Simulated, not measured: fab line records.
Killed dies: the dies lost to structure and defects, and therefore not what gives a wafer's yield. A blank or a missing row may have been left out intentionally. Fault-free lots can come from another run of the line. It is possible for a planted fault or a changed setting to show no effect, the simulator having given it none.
Matching of chambers + flow sky130 + SKY_FIELD_ISO_ETCH_17 on rieSi-01: 4 sister chambers
The step etches Si in HBr/Cl2/O2, target depth 342 nm, time 97.7 s. 4 wafers are shown with their chamber, then 7 later ones without.

WAFERS, EACH WITH ITS CHAMBER
| wafer  | chamber | drypumpMotorCurrentA (A) |
|--------|---------|--------------------------|
| L740.1 | 3       | 5.6                      |
| L740.5 | 0       | 6.1                      |
| L742.3 | 2       | 5.6                      |
| L742.4 | 1       | 6.2                      |

WAFERS WHOSE CHAMBER IS MISSING
| wafer  | drypumpMotorCurrentA (A) |
|--------|--------------------------|
| L742.6 | 6.1                      |
| L747.2 | 5.7                      |
| L747.4 | 5.6                      |
| L747.6 | 6.0                      |
| L755.1 | 5.6                      |
| L755.4 | 6.1                      |
| L755.6 | 5.6                      |

CHAMBER TAKEN BY EACH
| wafer  | from the rows above     | in truth |
|--------|-------------------------|----------|
| L742.6 | can't be placed: 0 or 1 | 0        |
| L747.2 | can't be placed: 2 or 3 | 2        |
| L747.4 | can't be placed: 2 or 3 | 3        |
| L747.6 | can't be placed: 0 or 1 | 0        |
| L755.1 | can't be placed: 2 or 3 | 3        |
| L755.4 | can't be placed: 0 or 1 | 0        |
| L755.6 | can't be placed: 2 or 3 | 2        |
0 of 7 placed correctly. Cannot be placed on the basis of these rows: 7; the candidates contain the true chamber in 7. Placed wrongly: 0.
How it was worked out, from the rows above alone: a wafer's distance from a chamber is the root of the sum, over the readings, of the square of ((its reading less the chamber's mean) divided by the reading's scatter). The wafer belongs to the nearest chamber; if the next one is less than 2 further off, it can't be placed. For every chamber, the mean is computed from those of its wafers that are shown. The scatter (one wafer shown for each chamber): square how far every hidden wafer sits from the nearest shown wafer, average those squares and take the square root.
